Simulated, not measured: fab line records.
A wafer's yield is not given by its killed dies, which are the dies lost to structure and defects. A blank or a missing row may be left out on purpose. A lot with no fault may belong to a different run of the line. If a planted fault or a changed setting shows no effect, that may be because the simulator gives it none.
Comparing a struck lot with a sound one + flow gf180mcu + 16 out of 602 route steps
Sound: the wafers L759.1, L759.4, L759.5. Struck: wafers L767.1, L767.6 (left out: L767.2, a lot-mate that was not struck); the cause follows at the end.
Order at every step that has rows: each side's tool, ch and its chambers, its first start. Under that, the readings that differ: sound wafers + struck wafers + difference of the means + sigmas: that difference in standard deviations of wafers without a fault.
alike: same words and numbers on both sides, and readings whose means sit less than 2 such deviations apart. not compared: any withheld reading, any reading some wafer has no value for, any bound like >300 that may hide the same value, and any number with overlapping values for which the record gives no deviation.
Wherever a step has rows on one side only, a row that says differs or no value, or a row with sigmas, the two part there. Numbers that have no deviation but don't overlap get no sigmas and don't part them. A reading that every wafer of one side lacks parts them only if that side has two wafers or more.

GF_TOP_METAL_SPUTTER_04: material TiN, target thk 25 nm, time 20.8 s.
  sound: pvdSputter-02 at day 30 11:06; struck: pvdSputter-04 at day 32 07:27
  alike: chamberPressurePa, throttleValvePct
GF_TOP_METAL_RS_MEAS_05: uses a four-point probe to measure.
  sound: filmMetro-03 at day 30 11:08; struck: filmMetro-04 at day 32 07:29
| reading                    | sound                | struck        | difference | sigmas |
|----------------------------|----------------------|---------------|------------|--------|
| TOP_METAL_ALCU_RS (ohm/sq) | 0.0330 0.0324 0.0328 | 0.0337 0.0333 | +0.0008    | +2     |
GF_TOP_METAL_THK_MEAS_06: measures by xrf.
  sound: filmMetro-03 at day 30 11:15; struck: filmMetro-04 at day 32 07:36
  alike: TOP_METAL_ALCU_THK
then, 7 steps without rows for these wafers: GF_TOP_METAL_DEHYDRATE_07 (time 60 s); GF_TOP_METAL_HMDS_08 (prime time 60 s); GF_TOP_METAL_COAT_09 (resist thk 1500 nm); GF_TOP_METAL_SOFTBAKE_10 (time 60 s); GF_TOP_METAL_EXPOSE_11 (exposes mask MetalTop, target cd 440 nm); GF_TOP_METAL_PEB_12; GF_TOP_METAL_DEVELOP_13 (develop time 60 s).
GF_TOP_METAL_CD_MEAS_14: target cd 440 nm.
  sound: cdSem-02 at day 31 04:55; struck: cdSem-01 at day 32 23:35
  alike: cdNm
GF_TOP_METAL_OVL_MEAS_15:
  sound: overlay-01 at day 31 05:02; struck: overlay-01 at day 32 23:42
  alike: TOP_METAL_OVL
GF_TOP_METAL_METAL_ETCH_16: etches the open film in Cl2/BCl3, stops on SiO2, target depth 1197 nm, time 199.5 s.
  sound on rieMetal-02 ch 0,1, day 31 05:05; struck on rieMetal-02 ch 1, day 32 23:44
| reading                                       | sound             | struck      | difference | sigmas |
|-----------------------------------------------|-------------------|-------------|------------|--------|
| rfFwdPowerW (W)                               | 797.4 799.8 800.1 | 924.3 927.1 | +126.6     | +58    |
| model.NOVOLAK_of_TOP_METAL_COAT_09.thkNm (nm) | 1008 1020 1017    | 946.2 946.7 | -68.5      |        |
  alike: chamberPressureMTorr, drypumpMotorCurrentA, oesProductAu, throttleValvePct
  not compared: rfHoursCounterH
GF_TOP_METAL_STRIP_17: strips in O2/N2.
  sound on plasmaAsher-02 ch 0,1, day 31 05:16; struck on plasmaAsher-02 ch 0,1, day 32 23:56
| reading                  | sound             | struck      | difference | sigmas |
|--------------------------|-------------------|-------------|------------|--------|
| stripTimeToEndpointS (s) | 12.83 12.90 12.87 | 12.10 12.11 | -0.76      | -9     |
  alike: chamberPressureMTorr, drypumpMotorCurrentA, heaterPowerW, oesProductAu
  not compared: rfHoursCounterH
then, 2 steps without rows for these wafers: GF_TOP_METAL_STRIP_18 (strips in post etch residue remover, time 1200 s); GF_PASSIVATION_PROBE_99.

== WHERE THEY PART ==
Earliest at GF_TOP_METAL_RS_MEAS_05; latest, in this record, at GF_TOP_METAL_STRIP_17.

WHY: what the simulator had put in
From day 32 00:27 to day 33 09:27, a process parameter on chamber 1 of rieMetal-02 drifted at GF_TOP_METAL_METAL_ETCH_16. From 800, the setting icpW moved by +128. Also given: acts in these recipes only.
